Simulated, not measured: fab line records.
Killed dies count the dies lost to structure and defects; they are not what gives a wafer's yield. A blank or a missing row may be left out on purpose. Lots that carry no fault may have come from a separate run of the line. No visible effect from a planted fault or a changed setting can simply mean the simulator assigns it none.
Which of the tools did it? | flow gf180mcu | Sampling: 13 lots, 39 wafers, 4 of 602 route steps

WHAT THE GAUGES SHOWED, per wafer
GF_V5_THK_MEAS_01. Usual: V5_CVD_00_THK gives 301 nm (standard deviation 3.3).
lot  | measured     | on           | V5_CVD_00_THK (nm) | flag
L453 | day 26 04:21 | filmMetro-03 | 299 298 298        | 
L455 | day 26 21:38 | filmMetro-02 | 298 302 294        | 
L456 | day 27 06:58 | filmMetro-02 | 302 302 298        | 
L457 | day 27 10:22 | filmMetro-02 | 296 304 305        | 
L463 | day 29 16:34 | filmMetro-03 | 301 299 302        | 
L468 | day 31 02:04 | filmMetro-03 | 303 294 300        | 
L469 | day 31 09:46 | filmMetro-04 | 306 305 301        | 
L470 | day 31 13:41 | filmMetro-03 | 299 307 296        | 
L471 | day 31 16:44 | filmMetro-03 | 303 303 301        | 
L472 | day 31 22:57 | filmMetro-04 | 305 301 301        | 
L473 | day 32 06:22 | filmMetro-02 | 296 298 295        | 
L474 | day 32 12:20 | filmMetro-03 | 297 300 296        | 
L475 | day 32 14:53 | filmMetro-04 | 305 298 302        | 

GF_PASSIVATION_THK_MEAS_03. Usual: PASSIVATION_CVD_02_THK gives 700 nm (standard deviation 9.2).
lot  | measured     | on           | PASSIVATION_CVD_02_THK (nm) | flag
L453 | day 28 00:28 | filmMetro-01 | 700 707 704                 | 
L455 | day 28 17:14 | filmMetro-04 | 707 710 692                 | 
L456 | day 29 02:22 | filmMetro-03 | 706 707 717                 | 
L457 | day 29 04:31 | filmMetro-01 | 692 685 698                 | 
L463 | day 31 08:16 | filmMetro-04 | 697 709 706                 | 
L468 | day 32 15:51 | filmMetro-04 | 693 698 697                 | 
L469 | day 32 23:28 | filmMetro-03 | 693 693 703                 | 
L470 | day 33 01:45 | filmMetro-01 | 690 695 698                 | 
L471 | day 33 05:15 | filmMetro-04 | 697 709 703                 | 
L472 | day 33 11:44 | filmMetro-01 | 698 681 705                 | 
L473 | day 33 18:08 | filmMetro-01 | 688 692 708                 | 
L474 | day 33 23:48 | filmMetro-03 | 686 684 706                 | 
L475 | day 34 01:44 | filmMetro-03 | 692 712 701                 | 

WHAT TOOL EACH LOT RAN ON (gives the tool, then ch and the chambers of the sampled wafers, and finally the start)
lot  | GF_SALICIDE_WET_ETCH_01        | GF_V5_SPUTTER_22
L453 | wetBench-02 ch 3, day 15 00:11 | pvdSputter-03, day 27 02:06
L455 | wetBench-03 ch 1, day 15 19:07 | pvdSputter-04, day 27 19:28
L456 | wetBench-03 ch 0, day 16 04:32 | pvdSputter-04, day 28 05:05
L457 | wetBench-01 ch 0, day 16 09:16 | pvdSputter-03, day 28 07:55
L463 | wetBench-03 ch 1, day 18 23:54 | pvdSputter-04, day 30 12:28
L468 | wetBench-02 ch 3, day 20 20:59 | pvdSputter-02, day 31 20:40
L469 | wetBench-02 ch 1, day 21 05:41 | pvdSputter-03, day 32 04:58
L470 | wetBench-02 ch 1, day 21 12:22 | pvdSputter-02, day 32 07:20
L471 | wetBench-01 ch 0, day 21 18:40 | pvdSputter-04, day 32 11:20
L472 | wetBench-02 ch 0, day 22 00:49 | pvdSputter-02, day 32 17:11
L473 | wetBench-03 ch 1, day 22 10:33 | pvdSputter-03, day 33 00:13
L474 | wetBench-02 ch 0, day 22 18:58 | pvdSputter-02, day 33 06:18
L475 | wetBench-03 ch 2, day 23 00:46 | pvdSputter-03, day 33 08:44
- GF_SALICIDE_WET_ETCH_01: etches SiO2 in dHF, target depth 5 nm, time 100 s.
- GF_V5_SPUTTER_22: material TiN, target thk 10 nm, time 40 s.

WHAT THE TOOLS THEMSELVES READ (means of the sampled wafers that have a number; where no wafer has one, the mark that the record gives instead)
GF_V5_SPUTTER_22. Usual: 29.7 % for throttleValvePct, sd 0.82.
lot  | tool          | throttleValvePct (%) | flag
L453 | pvdSputter-03 | 30.1                 | 
L455 | pvdSputter-04 | 29.2                 | 
L456 | pvdSputter-04 | 29.6                 | 
L457 | pvdSputter-03 | 29.8                 | 
L463 | pvdSputter-04 | 29.8                 | 
L468 | pvdSputter-02 | 30.0                 | 
L469 | pvdSputter-03 | 29.4                 | 
L470 | pvdSputter-02 | 29.2                 | 
L471 | pvdSputter-04 | 29.7                 | 
L472 | pvdSputter-02 | 30.1                 | 
L473 | pvdSputter-03 | 29.8                 | 
L474 | pvdSputter-02 | 29.4                 | 
L475 | pvdSputter-03 | 30.2                 | 

THE ANSWER, worked out from the rows above alone
Rule: a lot is off if the mean of its wafers that have a number lies more than 3 standard deviations from the usual mean. Also off: a lot with no number at a reading for which 4 or more lots have one. The other lots that the step has rows for count as sound. Order of review: gauges by route order, followed by the tools' own readings, for which a lot's mean as printed above is used. The first step at which some lot is off is used, and at that step the reading that is off furthest; a lot without a number counts as furthest.
No lot is off on any of the readings shown, so nothing can be concluded from this.

WHAT THE SIMULATOR HAD INSERTED
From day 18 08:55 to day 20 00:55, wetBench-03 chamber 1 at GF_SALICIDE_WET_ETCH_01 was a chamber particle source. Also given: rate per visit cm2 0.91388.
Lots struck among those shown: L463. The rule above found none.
